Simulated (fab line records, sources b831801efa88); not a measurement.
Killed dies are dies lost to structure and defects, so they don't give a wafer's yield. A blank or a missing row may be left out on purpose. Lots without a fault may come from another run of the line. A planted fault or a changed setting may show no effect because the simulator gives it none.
fab line records | flow sky130
record lots=5 wafers=15 last_day=50
route steps=708 shown NWELL@79 PWDE@84 VT_ADJUST_HVTP@85 VT_ADJUST_LVTN@97
lots that met no fault: from a run of the same line without faults
start_h: hours from the record's first day to the start of the lot's first wafer shown | wait_h: hours since the lot's step before | " the same as in the row above | L1.1+2: a row that stands for several wafers | - no value, or no start given | * or withheld: withheld | < > ~ a bound
route shown NAME@n: a module of which the file shows steps, and the number in the route of the first | usual: mean/standard deviation of fault-free wafers | same: alike in all rows | chamber/n: place in a boat | sites: the reading at each site | _std_site: their standard deviation | _edge_site: outer sites' mean less inner sites' | radius_mm: how far each site lies from the wafer's centre | mask NAME#n: copy n | behind: the tool/chamber that last shaped the wafer | hold: why the lot was held/for how many hours/how that ended | device: the transistor (n, p or np) that didn't switch | end of line: the same wafers' tests at the end of the route | a step without rows: its recipe alone | killed: dies lost to structure and defects at the first sort, not the wafer's yield | map: a wafer's dies, x killed, . not, _ none there
set.NAME: the setting as run; set.NAME@STEP: as run at that earlier step | model.NAME: the simulator's own value behind a step, which no gauge read
lots at some steps of the route; a table a step, a row a wafer
services: from which hour (start_h, from the record's first day; less than 0 if before it) a tool's chamber was out of use, for how many hours, and why
## steps
# step SKY_NWELL_TW_MEAS_26
# usual NWELL_2_TW=497/3.8
# columns lot.wafer tool chamber start_h wait_h NWELL_2_TW
L076.1 film_metro-02 - 113.13 0.1 497
L076.2 " - " " 495
L076.5 " - " " 495
L091.1 film_metro-01 - 213.69 0.1 503
L091.4 " - " " 498
L091.6 " - " " 499
L093.1 film_metro-04 - 218.70 0.1 498
L093.2 " - " " 502
L093.3 " - " " 499
L095.2 film_metro-04 - 228.05 0.1 499
L095.3 " - " " 500
L095.5 " - " " 500
L097.4 film_metro-02 - 241.57 0.1 495
L097.5 " - " " 493
L097.6 " - " " 492
# step SKY_NWELL_CLEAN_27
# recipe chemistry=SC1/SC2 mix=1:4:20 temp_c=70 time_s=150 dry=n2_spin
# usual bath_guard_temp_C=69.9/0.32
# columns lot.wafer tool chamber start_h wait_h bath_guard_temp_C
L076.1 wet_bench-01 2 113.19 0.1 69.8
L076.2 " 2 " " 70.3
L076.5 " 2 " " 70.3
L091.1 wet_bench-04 0 213.75 0.1 69.6
L091.4 " 0 " " 69.3
L091.6 " 0 " " 69.7
L093.1 wet_bench-03 0 218.76 0.1 69.6
L093.2 " 0 " " 69.7
L093.3 " 0 " " 69.7
L095.2 wet_bench-03 0 228.10 0.0 69.9
L095.3 " 0 " " 69.6
L095.5 " 0 " " 69.6
L097.4 wet_bench-01 0 241.60 0.0 70.6
L097.5 " 0 " " 70.3
L097.6 " 0 " " 70.3
# step SKY_NWELL_RTA_28
# recipe temp_c=1050 time_s=30 idle_temp_c=650 ramp_up_c_per_s=150 ramp_down_c_per_s=90 ambient=N2
# usual lamp_power_pct=25.30/0.046 wafer_temp_C_max=1055.0/1
# columns lot.wafer tool chamber start_h wait_h lamp_power_pct wafer_temp_C_max
L076.1 rtp_anneal-02 0 113.24 0.0 25.33 1054.1
L076.2 " 0 " " 25.26 1054.2
L076.5 " 0 " " 25.31 1054.8
L091.1 rtp_anneal-02 0 213.80 0.0 25.26 1054.6
L091.4 " 0 " " 25.28 1054.6
L091.6 " 0 " " 25.36 1054.5
L093.1 rtp_anneal-01 0 218.81 0.0 25.32 1055.8
L093.2 " 0 " " 25.32 1054.8
L093.3 " 0 " " 25.30 1053.8
L095.2 rtp_anneal-02 0 228.17 0.0 25.37 1057.4
L095.3 " 0 " " 25.26 1055.7
L095.5 " 0 " " 25.35 1055.2
L097.4 rtp_anneal-01 0 241.70 0.1 25.26 1055.7
L097.5 " 0 " " 25.19 1054.8
L097.6 " 0 " " 25.27 1053.8
# step SKY_NWELL_RS_MEAS_29
# recipe thk_meas_gauge=four-point-probe
# usual NWELL_RS=624.5/1.5
# columns lot.wafer tool chamber start_h wait_h NWELL_RS[ohm/sq]
L076.1 film_metro-02 - 113.34 0.1 625.0
L076.2 " - " " 622.3
L076.5 " - " " 625.6
L091.1 film_metro-04 - 213.90 0.1 624.5
L091.4 " - " " 622.4
L091.6 " - " " 621.7
L093.1 film_metro-02 - 218.91 0.1 622.4
L093.2 " - " " 622.1
L093.3 " - " " 621.1
L095.2 film_metro-01 - 228.28 0.1 622.1
L095.3 " - " " 623.2
L095.5 " - " " 624.0
L097.4 film_metro-01 - 241.81 0.1 622.5
L097.5 " - " " 624.8
L097.6 " - " " 623.5
# step SKY_NWELL_RS_MEAS_31
# recipe thk_meas_gauge=four-point-probe
# usual PWDE_RS=5275/19
# columns lot.wafer tool chamber start_h wait_h PWDE_RS[ohm/sq]
L076.1 film_metro-02 - 113.58 0.1 5294
L076.2 " - " " 5280
L076.5 " - " " 5257
L091.1 film_metro-04 - 214.14 0.1 5260
L091.4 " - " " 5266
L091.6 " - " " 5265
L093.1 film_metro-02 - 219.15 0.1 5272
L093.2 " - " " 5270
L093.3 " - " " 5267
L095.2 film_metro-01 - 228.52 0.1 5289
L095.3 " - " " 5280
L095.5 " - " " 5276
L097.4 film_metro-01 - 242.05 0.1 5285
L097.5 " - " " 5289
L097.6 " - " " 5292
# step SKY_VT_ADJUST_HVTP_DEHYDRATE_00
# recipe temp_c=200 time_s=60
# usual heater_power_total_W=160.38/0.13 plate_temp_C=200.01/0.15 resist_line_temp_C=23.00/0.098
# columns lot.wafer tool chamber start_h wait_h heater_power_total_W plate_temp_C resist_line_temp_C
L076.1 litho_track-02 0 122.13 8.5 160.60 199.79 22.85
L076.2 " 0 " " 160.17 199.92 22.98
L076.5 " 0 " " 160.44 200.16 22.90
L091.1 litho_track-04 0 224.77 10.6 160.29 199.93 22.92
L091.4 " 0 " " 160.39 200.05 22.97
L091.6 " 0 " " 160.58 200.02 23.00
L093.1 litho_track-04 0 229.72 10.5 160.42 199.89 23.16
L093.2 " 0 " " 160.42 200.11 23.05
L093.3 " 0 " " 160.66 199.79 23.09
L095.2 litho_track-01 0 239.73 11.2 160.31 199.74 22.87
L095.3 " 0 " " 160.27 199.92 22.91
L095.5 " 0 " " 160.35 199.91 22.95
L097.4 litho_track-04 0 253.54 11.5 160.25 199.88 22.91
L097.5 " 0 " " 160.27 200.03 22.95
L097.6 " 0 " " 160.47 199.90 22.85
# step SKY_VT_ADJUST_HVTP_HMDS_01
# recipe prime_time_s=60 prime_temp_c=120
# usual prime_temp_c=120.00/0.14 resist_line_temp_C=22.99/0.1
# columns lot.wafer tool chamber start_h wait_h prime_temp_c resist_line_temp_C
L076.1 litho_track-02 0 122.28 0.1 119.93 22.98
L076.2 " 0 " " 119.89 22.93
L076.5 " 0 " " 119.62 22.98
L091.1 litho_track-04 0 224.92 0.1 120.33 22.81
L091.4 " 0 " " 119.78 22.89
L091.6 " 0 " " 119.92 22.67
L093.1 litho_track-04 0 229.87 0.1 120.18 23.09
L093.2 " 0 " " 120.07 22.93
L093.3 " 0 " " 120.25 22.99
L095.2 litho_track-01 0 239.88 0.1 120.16 22.96
L095.3 " 0 " " 120.28 22.99
L095.5 " 0 " " 120.13 22.90
L097.4 litho_track-04 0 253.69 0.1 119.84 23.01
L097.5 " 0 " " 119.96 22.98
L097.6 " 0 " " 120.02 22.93
# step SKY_VT_ADJUST_HVTP_COAT_02
# recipe resist=NOVOLAK spin_rpm=3000 resist_thk_nm=1140
# usual resist_line_temp_C=22.98/0.11
# columns lot.wafer tool chamber start_h wait_h resist_line_temp_C
L076.1 litho_track-02 0 122.43 0.1 23.07
L076.2 " 0 " " 23.07
L076.5 " 0 " " 22.99
L091.1 litho_track-04 0 225.07 0.1 23.04
L091.4 " 0 " " 22.69
L091.6 " 0 " " 22.90
L093.1 litho_track-04 0 230.02 0.1 22.85
L093.2 " 0 " " 22.92
L093.3 " 0 " " 22.85
L095.2 litho_track-01 0 240.03 0.1 22.91
L095.3 " 0 " " 22.93
L095.5 " 0 " " 22.98
L097.4 litho_track-04 0 253.84 0.1 22.88
L097.5 " 0 " " 22.78
L097.6 " 0 " " 22.81
# step SKY_VT_ADJUST_HVTP_SOFTBAKE_03
# recipe temp_c=90 time_s=60 resist=NOVOLAK
# usual heater_power_total_W=56.59/0.045 plate_temp_C=89.99/0.13 resist_line_temp_C=23.00/0.1
# columns lot.wafer tool chamber start_h wait_h heater_power_total_W plate_temp_C resist_line_temp_C
L076.1 litho_track-02 0 122.58 0.1 56.55 90.01 23.05
L076.2 " 0 " " 56.60 90.09 22.97
L076.5 " 0 " " 56.58 89.88 22.93
L091.1 litho_track-04 0 225.22 0.1 56.62 90.33 23.11
L091.4 " 0 " " 56.59 89.94 23.01
L091.6 " 0 " " 56.62 89.92 23.01
L093.1 litho_track-04 0 230.17 0.1 56.56 89.87 22.91
L093.2 " 0 " " 56.60 89.87 22.90
L093.3 " 0 " " 56.61 89.83 22.96
L095.2 litho_track-01 0 240.18 0.1 56.57 89.71 22.94
L095.3 " 0 " " 56.62 90.01 23.05
L095.5 " 0 " " 56.58 89.75 22.88
L097.4 litho_track-04 0 253.99 0.1 56.61 89.88 22.95
L097.5 " 0 " " 56.56 90.02 22.90
L097.6 " 0 " " 56.65 90.16 22.96
# step SKY_VT_ADJUST_HVTP_EXPOSE_04
# recipe mask_id=HVTPM na=0.6 source_shape=conventional sigma_outer=0.6 polarization=unpolarized target_cd_nm=380 dose_mj=140
# usual focus_offset_nm=0.0/0.53
# columns lot.wafer tool chamber start_h wait_h mask focus_offset_nm
L076.1 iline_stepper-02 0 - - HVTPM#0 0.6
L076.2 " 0 " " HVTPM#0 0.2
L076.5 " 0 " " HVTPM#0 -0.4
L091.1 iline_stepper-02 0 - - HVTPM#0 0.5
L091.4 " 0 " " HVTPM#0 -0.2
L091.6 " 0 " " HVTPM#0 -0.7
L093.1 iline_stepper-01 0 - - HVTPM#0 1.4
L093.2 " 0 " " HVTPM#0 0.8
L093.3 " 0 " " HVTPM#0 0.7
L095.2 iline_stepper-02 0 - - HVTPM#0 -0.3
L095.3 " 0 " " HVTPM#0 0.4
L095.5 " 0 " " HVTPM#0 -0.2
L097.4 iline_stepper-01 0 - - HVTPM#0 -0.2
L097.5 " 0 " " HVTPM#0 0.0
L097.6 " 0 " " HVTPM#0 0.3
# step SKY_VT_ADJUST_HVTP_PEB_05
# recipe temp_c=withheld time_s=* resist=NOVOLAK
# usual resist_line_temp_C=*
# columns lot.wafer tool chamber start_h wait_h resist_line_temp_C
L076.1 litho_track-01 0 - - *
L076.2 " 0 " " *
L076.5 " 0 " " *
L091.1 litho_track-02 0 - - *
L091.4 " 0 " " *
L091.6 " 0 " " *
L093.1 litho_track-04 0 - - *
L093.2 " 0 " " *
L093.3 " 0 " " *
L095.2 litho_track-02 0 - - *
L095.3 " 0 " " *
L095.5 " 0 " " *
L097.4 litho_track-04 0 - - *
L097.5 " 0 " " *
L097.6 " 0 " " *
# step SKY_VT_ADJUST_HVTP_DEVELOP_06
# recipe resist=NOVOLAK developer=TMAH develop_time_s=60 dev_temp_c=23
# usual resist_line_temp_C=23.00/0.1
# columns lot.wafer tool chamber start_h wait_h resist_line_temp_C
L076.1 litho_track-01 0 131.71 0.1 23.05
L076.2 " 0 " " 22.96
L076.5 " 0 " " 23.10
L091.1 litho_track-02 0 236.23 0.1 22.97
L091.4 " 0 " " 22.88
L091.6 " 0 " " 22.98
L093.1 litho_track-04 0 241.67 0.1 22.98
L093.2 " 0 " " 23.04
L093.3 " 0 " " 23.13
L095.2 litho_track-02 0 251.56 0.1 22.95
L095.3 " 0 " " 23.07
L095.5 " 0 " " 22.89
L097.4 litho_track-04 0 266.24 0.1 22.72
L097.5 " 0 " " 22.89
L097.6 " 0 " " 22.75
# step SKY_VT_ADJUST_HVTP_CD_MEAS_07
# recipe target_cd_nm=380
# usual cd_nm=380.3/2.4
# columns lot.wafer tool chamber start_h wait_h cd_nm
L076.1 cd_sem-02 - 131.86 0.1 381.8
L076.2 " - " " 382.4
L076.5 " - " " 379.2
L091.1 cd_sem-02 - 236.38 0.1 380.7
L091.4 " - " " 378.6
L091.6 " - " " 378.4
L093.1 cd_sem-02 - 241.82 0.1 378.5
L093.2 " - " " 379.1
L093.3 " - " " 380.9
L095.2 cd_sem-02 - 251.70 0.1 381.3
L095.3 " - " " 384.4
L095.5 " - " " 382.3
L097.4 cd_sem-02 - 266.38 0.1 383.4
L097.5 " - " " 382.6
L097.6 " - " " 384.2
# step SKY_VT_ADJUST_HVTP_OVL_MEAS_08
# usual VT_ADJUST_HVTP_OVL=0.1/1
# columns lot.wafer tool chamber start_h wait_h VT_ADJUST_HVTP_OVL[nm]
L076.1 overlay-02 - 131.98 0.1 -0.2
L076.2 " - " " -2.0
L076.5 " - " " -1.4
L091.1 overlay-02 - 236.50 0.1 -1.1
L091.4 " - " " -0.4
L091.6 " - " " 0.1
L093.1 overlay-01 - 241.94 0.1 -0.3
L093.2 " - " " -0.1
L093.3 " - " " 1.4
L095.2 overlay-01 - 251.81 0.1 -0.4
L095.3 " - " " 0.8
L095.5 " - " " 0.6
L097.4 overlay-01 - 266.45 0.1 2.8
L097.5 " - " " 0.8
L097.6 " - " " -1.0
# step SKY_VT_ADJUST_HVTP_IMPLANT_09
# recipe species=As energy_kev=150 dose_cm2=4.3e+12 tilt_deg=withheld
# usual beam_energy_keV=150.00/0.047
# columns lot.wafer tool chamber start_h wait_h beam_energy_keV
L076.1 implanter-03 0 132.01 0.0 150.05
L076.2 " 0 " " 149.96
L076.5 " 0 " " 150.02
L091.1 implanter-01 0 236.54 0.0 149.95
L091.4 " 0 " " 150.04
L091.6 " 0 " " 150.00
L093.1 implanter-02 0 241.97 0.0 149.93
L093.2 " 0 " " 150.00
L093.3 " 0 " " 149.96
L095.2 implanter-03 0 251.86 0.0 150.09
L095.3 " 0 " " 150.08
L095.5 " 0 " " 150.08
L097.4 implanter-02 0 266.55 0.1 150.12
L097.5 " 0 " " 150.05
L097.6 " 0 " " 150.06
# step SKY_VT_ADJUST_HVTP_STRIP_10
# recipe chemistry=O2/N2 power_w=1400 pressure_mtorr=1500 platen_temp_c=withheld o2_flow_sccm=3000 n2_flow_sccm=300 overash_fraction=0.5
# usual drypump_motor_current_A=5.81/0.27 oes_product_au=0.716/0.0044 strip_time_to_endpoint_s=14.19/0.038
# columns lot.wafer tool chamber start_h wait_h drypump_motor_current_A oes_product_au rf_hours_counter_h strip_time_to_endpoint_s
L076.1 plasma_asher-04 0 132.16 0.1 6.18 0.724 44 14.21
L076.2 " 1 " " 5.78 0.719 44 14.21
L076.5 " 1 " " 5.79 0.720 - 14.25
L091.1 plasma_asher-04 0 236.69 0.1 6.19 0.719 55 14.22
L091.4 " 1 " " 5.77 0.718 - 14.19
L091.6 " 0 " " 6.18 0.714 - 14.21
L093.1 plasma_asher-01 1 242.12 0.1 5.44 0.709 12 14.21
L093.2 " 0 " " 6.00 0.712 12 14.21
L093.3 " 1 " " 5.44 0.708 - 14.22
L095.2 plasma_asher-04 0 251.99 0.1 6.17 0.717 56 14.17
L095.3 " 0 " " 6.18 0.712 - 14.18
L095.5 " 1 " " 5.77 0.718 - 14.15
L097.4 plasma_asher-02 1 266.66 0.1 5.48 0.718 - 14.22
L097.5 " 0 " " 5.72 0.712 - 14.20
L097.6 " 1 " " 5.47 0.714 - 14.16
# step SKY_VT_ADJUST_HVTP_TW_MEAS_11
# usual VT_ADJUST_HVTP_TW=1353/11
# columns lot.wafer tool chamber start_h wait_h VT_ADJUST_HVTP_TW
L076.1 film_metro-04 - 132.26 0.1 1356
L076.2 " - " " 1360
L076.5 " - " " 1363
L091.1 film_metro-03 - 236.79 0.1 1346
L091.4 " - " " 1353
L091.6 " - " " 1352
L093.1 film_metro-04 - 242.22 0.1 1357
L093.2 " - " " 1361
L093.3 " - " " 1352
L095.2 film_metro-03 - 252.10 0.1 1357
L095.3 " - " " 1361
L095.5 " - " " 1356
L097.4 film_metro-04 - 266.75 0.1 1356
L097.5 " - " " 1362
L097.6 " - " " 1349
# step SKY_VT_ADJUST_LVTN_DEHYDRATE_00
# recipe temp_c=201.6 time_s=60
# usual heater_power_total_W=161.98/0.12 plate_temp_C=201.57/0.16 resist_line_temp_C=22.99/0.097
# columns lot.wafer tool chamber start_h wait_h heater_power_total_W plate_temp_C resist_line_temp_C
L076.1 litho_track-01 0 141.36 9.1 162.07 201.79 23.09
L076.2 " 0 " " 162.09 201.62 22.99
L076.5 " 0 " " 162.08 201.63 22.88
L091.1 litho_track-01 0 248.16 11.4 161.84 201.67 23.02
L091.4 " 0 " " 162.24 201.52 22.95
L091.6 " 0 " " 161.78 201.42 22.89
L093.1 litho_track-03 0 253.69 11.5 162.04 201.81 23.16
L093.2 " 0 " " 161.93 201.56 23.07
L093.3 " 0 " " 162.16 201.77 23.01
L095.2 litho_track-01 0 263.58 11.5 161.95 201.66 23.06
L095.3 " 0 " " 161.93 201.44 23.19
L095.5 " 0 " " 162.00 201.45 23.00
L097.4 litho_track-02 0 277.96 11.2 161.96 201.73 22.92
L097.5 " 0 " " 161.84 201.57 23.09
L097.6 " 0 " " 161.89 201.87 23.13
# step SKY_VT_ADJUST_LVTN_HMDS_01
# recipe prime_time_s=60 prime_temp_c=120
# usual prime_temp_c=119.99/0.13 resist_line_temp_C=23.01/0.11
# columns lot.wafer tool chamber start_h wait_h prime_temp_c resist_line_temp_C
L076.1 litho_track-01 0 141.51 0.1 119.90 23.08
L076.2 " 0 " " 119.93 23.05
L076.5 " 0 " " 119.81 22.98
L091.1 litho_track-01 0 248.31 0.1 119.87 22.97
L091.4 " 0 " " 120.31 22.92
L091.6 " 0 " " 120.03 23.04
L093.1 litho_track-03 0 253.84 0.1 119.94 22.91
L093.2 " 0 " " 119.88 22.89
L093.3 " 0 " " 119.75 22.94
L095.2 litho_track-01 0 263.73 0.1 120.03 23.11
L095.3 " 0 " " 119.93 23.00
L095.5 " 0 " " 120.06 23.13
L097.4 litho_track-02 0 278.11 0.1 120.17 22.98
L097.5 " 0 " " 120.14 23.11
L097.6 " 0 " " 119.95 22.94
# step SKY_VT_ADJUST_LVTN_COAT_02
# recipe spin_rpm=2000 resist_thk_nm=3000
# usual resist_line_temp_C=23.00/0.095
# columns lot.wafer tool chamber start_h wait_h resist_line_temp_C
L076.1 litho_track-01 0 141.66 0.1 22.90
L076.2 " 0 " " 22.91
L076.5 " 0 " " 23.07
L091.1 litho_track-01 0 248.46 0.1 23.13
L091.4 " 0 " " 22.91
L091.6 " 0 " " 23.01
L093.1 litho_track-03 0 253.99 0.1 23.00
L093.2 " 0 " " 22.91
L093.3 " 0 " " 22.94
L095.2 litho_track-01 0 263.88 0.1 22.89
L095.3 " 0 " " 22.82
L095.5 " 0 " " 22.90
L097.4 litho_track-02 0 278.26 0.1 23.06
L097.5 " 0 " " 23.00
L097.6 " 0 " " 23.02
# step SKY_VT_ADJUST_LVTN_SOFTBAKE_03
# recipe temp_c=110 time_s=withheld
# usual heater_power_total_W=65.32/0.14 plate_temp_C=110.01/0.15 resist_line_temp_C=23.00/0.11
# columns lot.wafer tool chamber start_h wait_h heater_power_total_W plate_temp_C resist_line_temp_C
L076.1 litho_track-01 0 141.81 0.1 65.41 109.83 22.99
L076.2 " 0 " " 65.33 109.90 22.93
L076.5 " 0 " " 65.11 109.80 23.00
L091.1 litho_track-01 0 248.61 0.1 65.15 109.94 23.02
L091.4 " 0 " " 65.18 110.14 23.00
L091.6 " 0 " " 65.07 109.87 23.08
L093.1 litho_track-03 0 254.14 0.1 65.46 110.11 23.23
L093.2 " 0 " " 65.20 109.89 22.95
L093.3 " 0 " " 65.30 110.15 23.02
L095.2 litho_track-01 0 264.04 0.1 65.16 109.85 22.93
L095.3 " 0 " " 65.37 109.95 23.01
L095.5 " 0 " " 65.43 109.78 22.96
L097.4 litho_track-02 0 278.43 0.1 65.35 109.96 23.22
L097.5 " 0 " " 65.58 110.03 22.97
L097.6 " 0 " " 65.41 110.00 23.14
# step SKY_VT_ADJUST_LVTN_EXPOSE_04
# recipe mask_id=NWM_COMPLEMENT_LESS_NATIVE na=0.6 source_shape=conventional sigma_outer=0.6 polarization=unpolarized target_cd_nm=840 dose_mj=194
# usual focus_offset_nm=0.0/0.51
# columns lot.wafer tool chamber start_h wait_h mask focus_offset_nm
L076.1 iline_stepper-02 0 - - NWM_COMPLEMENT_LESS_NATIVE#0 -1.1
L076.2 " 0 " " NWM_COMPLEMENT_LESS_NATIVE#0 -0.5
L076.5 " 0 " " NWM_COMPLEMENT_LESS_NATIVE#0 -0.6
L091.1 iline_stepper-02 0 - - NWM_COMPLEMENT_LESS_NATIVE#0 0.3
L091.4 " 0 " " NWM_COMPLEMENT_LESS_NATIVE#0 0.3
L091.6 " 0 " " NWM_COMPLEMENT_LESS_NATIVE#0 -0.5
L093.1 iline_stepper-02 0 - - NWM_COMPLEMENT_LESS_NATIVE#0 0.8
L093.2 " 0 " " NWM_COMPLEMENT_LESS_NATIVE#0 1.1
L093.3 " 0 " " NWM_COMPLEMENT_LESS_NATIVE#0 0.5
L095.2 iline_stepper-02 0 - - NWM_COMPLEMENT_LESS_NATIVE#0 0.3
L095.3 " 0 " " NWM_COMPLEMENT_LESS_NATIVE#0 0.6
L095.5 " 0 " " NWM_COMPLEMENT_LESS_NATIVE#0 0.0
L097.4 iline_stepper-02 0 - - NWM_COMPLEMENT_LESS_NATIVE#0 -0.3
L097.5 " 0 " " NWM_COMPLEMENT_LESS_NATIVE#0 0.3
L097.6 " 0 " " NWM_COMPLEMENT_LESS_NATIVE#0 0.4
# step SKY_VT_ADJUST_LVTN_PEB_05
# recipe temp_c=115 time_s=withheld
# usual heater_power_total_W=69.32/0.12 plate_temp_C=114.99/0.15 resist_line_temp_C=23.01/0.11
# columns lot.wafer tool chamber start_h wait_h heater_power_total_W plate_temp_C resist_line_temp_C
L076.1 litho_track-02 0 - - 69.34 115.25 22.91
L076.2 " 0 " " 69.33 115.06 23.03
L076.5 " 0 " " 69.29 114.99 23.01
L091.1 litho_track-03 0 - - 69.20 115.33 23.00
L091.4 " 0 " " 69.17 115.08 23.00
L091.6 " 0 " " 69.12 115.09 23.08
L093.1 litho_track-03 0 - - 69.44 114.99 23.05
L093.2 " 0 " " 69.20 114.77 22.85
L093.3 " 0 " " 69.34 114.74 23.04
L095.2 litho_track-01 0 - - 69.23 114.76 23.07
L095.3 " 0 " " 69.24 114.74 22.96
L095.5 " 0 " " 69.28 114.73 22.93
L097.4 litho_track-02 0 - - 69.46 114.75 23.01
L097.5 " 0 " " 69.43 115.14 23.00
L097.6 " 0 " " 69.23 115.08 23.17
# step SKY_VT_ADJUST_LVTN_DEVELOP_06
# recipe wall_angle_deg=90 developer=TMAH develop_time_s=60 dev_temp_c=23
# usual resist_line_temp_C=22.99/0.1
# columns lot.wafer tool chamber start_h wait_h resist_line_temp_C
L076.1 litho_track-02 0 - - 23.14
L076.2 " 0 " " 23.12
L076.5 " 0 " " 23.12
L091.1 litho_track-03 0 - - 23.08
L091.4 " 0 " " 23.06
L091.6 " 0 " " 22.95
L093.1 litho_track-03 0 - - 23.08
L093.2 " 0 " " 22.94
L093.3 " 0 " " 23.12
L095.2 litho_track-01 0 - - 23.09
L095.3 " 0 " " 23.06
L095.5 " 0 " " 23.05
L097.4 litho_track-02 0 - - 22.73
L097.5 " 0 " " 22.94
L097.6 " 0 " " 22.85
# step SKY_VT_ADJUST_LVTN_OVL_MEAS_07
# usual VT_ADJUST_LVTN_OVL=-0.4/1.3
# columns lot.wafer tool chamber start_h wait_h VT_ADJUST_LVTN_OVL[nm]
L076.1 overlay-01 - 151.58 - 0.2
L076.2 " - " " -0.5
L076.5 " - " " 0.1
L091.1 overlay-01 - 260.19 - -0.4
L091.4 " - " " -2.4
L091.6 " - " " -1.3
L093.1 overlay-01 - 266.19 - 0.4
L093.2 " - " " 3.4
L093.3 " - " " 1.1
L095.2 overlay-02 - 276.16 - 1.1
L095.3 " - " " -1.0
L095.5 " - " " -2.6
L097.4 overlay-02 - 291.45 - 2.2
L097.5 " - " " 2.8
L097.6 " - " " -0.1
# step SKY_VT_ADJUST_LVTN_IMPLANT_08
# recipe species=B energy_kev=30 dose_cm2=1.57e+12 tilt_deg=withheld
# usual beam_energy_keV=30.000/0.0085
# columns lot.wafer tool chamber start_h wait_h beam_energy_keV
L076.1 implanter-04 0 151.62 0.0 30.007
L076.2 " 0 " " 29.997
L076.5 " 0 " " 30.000
L091.1 implanter-01 0 260.23 0.0 30.007
L091.4 " 0 " " 29.987
L091.6 " 0 " " 29.995
L093.1 implanter-03 0 266.23 0.0 29.990
L093.2 " 0 " " 30.001
L093.3 " 0 " " 29.994
L095.2 implanter-04 0 276.22 0.0 30.001
L095.3 " 0 " " 29.991
L095.5 " 0 " " 29.998
L097.4 implanter-01 0 291.54 0.1 30.009
L097.5 " 0 " " 30.007
L097.6 " 0 " " 30.020
# step SKY_VT_ADJUST_LVTN_STRIP_09
# recipe chemistry=O2/N2 power_w=1400 pressure_mtorr=1500 platen_temp_c=withheld o2_flow_sccm=3000 n2_flow_sccm=300 overash_fraction=0.5
# usual drypump_motor_current_A=5.58/0.28 oes_product_au=0.722/0.0046 strip_time_to_endpoint_s=36.95/0.12
# columns lot.wafer tool chamber start_h wait_h drypump_motor_current_A oes_product_au rf_hours_counter_h strip_time_to_endpoint_s
L076.1 plasma_asher-02 0 151.77 0.1 5.72 0.730 37 37.08
L076.2 " 1 " " 5.45 0.723 37 37.05
L076.5 " 0 " " 5.73 0.727 - 37.00
L091.1 plasma_asher-03 1 260.38 0.1 5.17 0.720 56 37.00
L091.4 " 0 " " 5.63 0.708 - 36.99
L091.6 " 1 " " 5.14 0.715 - 37.08
L093.1 plasma_asher-01 0 266.38 0.1 6.00 0.717 14 37.06
L093.2 " 1 " " 5.42 0.727 14 37.24
L093.3 " 1 " " 5.43 0.724 - 37.06
L095.2 plasma_asher-03 0 276.34 0.1 5.62 0.723 57 36.93
L095.3 " 1 " " 5.16 0.720 - 36.86
L095.5 " 1 " " 5.15 0.728 - 36.82
L097.4 plasma_asher-02 0 291.65 0.1 5.71 0.721 - 37.16
L097.5 " 1 " " 5.49 0.727 - 37.14
L097.6 " 0 " " 5.71 0.728 - 37.16
# step SKY_VT_ADJUST_LVTN_TW_MEAS_10
# usual VT_ADJUST_LVTN_TW=241.8/1
# columns lot.wafer tool chamber start_h wait_h VT_ADJUST_LVTN_TW
L076.1 film_metro-01 - 151.87 0.1 243.6
L076.2 " - " " 242.4
L076.5 " - " " 242.4
L091.1 film_metro-04 - 260.48 0.1 241.3
L091.4 " - " " 240.0
L091.6 " - " " 241.5
L093.1 film_metro-03 - 266.48 0.1 241.9
L093.2 " - " " 240.8
L093.3 " - " " 242.4
L095.2 film_metro-04 - 276.45 0.1 241.7
L095.3 " - " " 243.1
L095.5 " - " " 242.3
L097.4 film_metro-03 - 291.75 0.1 242.2
L097.5 " - " " 241.2
L097.6 " - " " 241.1
# step SKY_VT_ADJUST_LVTN_DEHYDRATE_11
# recipe temp_c=200 time_s=60
# usual heater_power_total_W=160.38/0.13 plate_temp_C=199.98/0.17 resist_line_temp_C=23.02/0.088
# columns lot.wafer tool chamber start_h wait_h heater_power_total_W plate_temp_C resist_line_temp_C
L076.1 litho_track-01 0 160.61 8.7 160.47 199.77 23.05
L076.2 " 0 " " 160.16 200.07 22.86
L076.5 " 0 " " 160.56 199.94 23.04
L091.1 litho_track-02 0 271.53 11.0 160.67 199.79 23.08
L091.4 " 0 " " 160.23 199.93 23.06
L091.6 " 0 " " 160.46 200.05 22.73
L093.1 litho_track-03 0 277.74 11.3 160.15 200.02 22.91
L093.2 " 0 " " 160.58 200.20 22.98
L093.3 " 0 " " 160.31 199.81 22.86
L095.2 litho_track-03 0 288.12 11.7 160.15 199.90 22.92
L095.3 " 0 " " 160.55 199.92 23.01
L095.5 " 0 " " 160.40 199.93 23.13
L097.4 litho_track-01 0 303.73 12.0 160.53 199.97 23.15
L097.5 " 0 " " 160.35 199.88 23.02
L097.6 " 0 " " 160.34 199.62 23.07
# step SKY_VT_ADJUST_LVTN_HMDS_12
# recipe prime_time_s=60 prime_temp_c=120
# usual prime_temp_c=119.99/0.13 resist_line_temp_C=23.01/0.12
# columns lot.wafer tool chamber start_h wait_h prime_temp_c resist_line_temp_C
L076.1 litho_track-01 0 160.76 0.1 120.05 23.08
L076.2 " 0 " " 120.02 22.96
L076.5 " 0 " " 120.13 23.03
L091.1 litho_track-02 0 271.68 0.1 119.65 23.11
L091.4 " 0 " " 119.90 22.88
L091.6 " 0 " " 119.89 23.07
L093.1 litho_track-03 0 277.89 0.1 120.07 22.91
L093.2 " 0 " " 120.04 22.85
L093.3 " 0 " " 120.15 23.19
L095.2 litho_track-03 0 288.27 0.1 120.02 23.06
L095.3 " 0 " " 120.04 22.95
L095.5 " 0 " " 120.20 22.89
L097.4 litho_track-01 0 303.88 0.1 119.94 22.77
L097.5 " 0 " " 119.92 22.80
L097.6 " 0 " " 119.91 23.01
## services
# columns tool chamber start_h hours kind
implanter-03 - 92.62 4.0 repair
plasma_asher-01 - 108.75 9.0 pm
iline_stepper-02 - 109.14 1.7 pm
implanter-01 - 117.91 3.8 repair
iline_stepper-02 - 131.27 8.0 repair
iline_stepper-01 - 140.05 4.4 pm
implanter-01 - 163.42 5.6 pm
iline_stepper-01 - 171.18 1.7 pm
implanter-01 - 171.34 1.5 repair
iline_stepper-01 - 172.85 2.1 pm
implanter-01 - 181.55 6.9 repair
iline_stepper-02 - 190.84 2.2 repair
rtp_anneal-01 - 196.87 2.4 pm
implanter-04 - 199.02 5.2 repair
implanter-02 - 211.95 3.8 repair
iline_stepper-02 - 214.65 2.4 repair
implanter-03 - 219.39 1.3 repair
implanter-04 - 241.60 8.4 pm
implanter-03 - 245.68 2.9 repair
implanter-03 - 262.76 1.2 repair
plasma_asher-04 - 264.37 1.5 repair
plasma_asher-02 - 270.84 2.8 pm
implanter-03 - 290.59 5.0 repair
iline_stepper-02 - 297.75 16.2 repair
## key
fault none
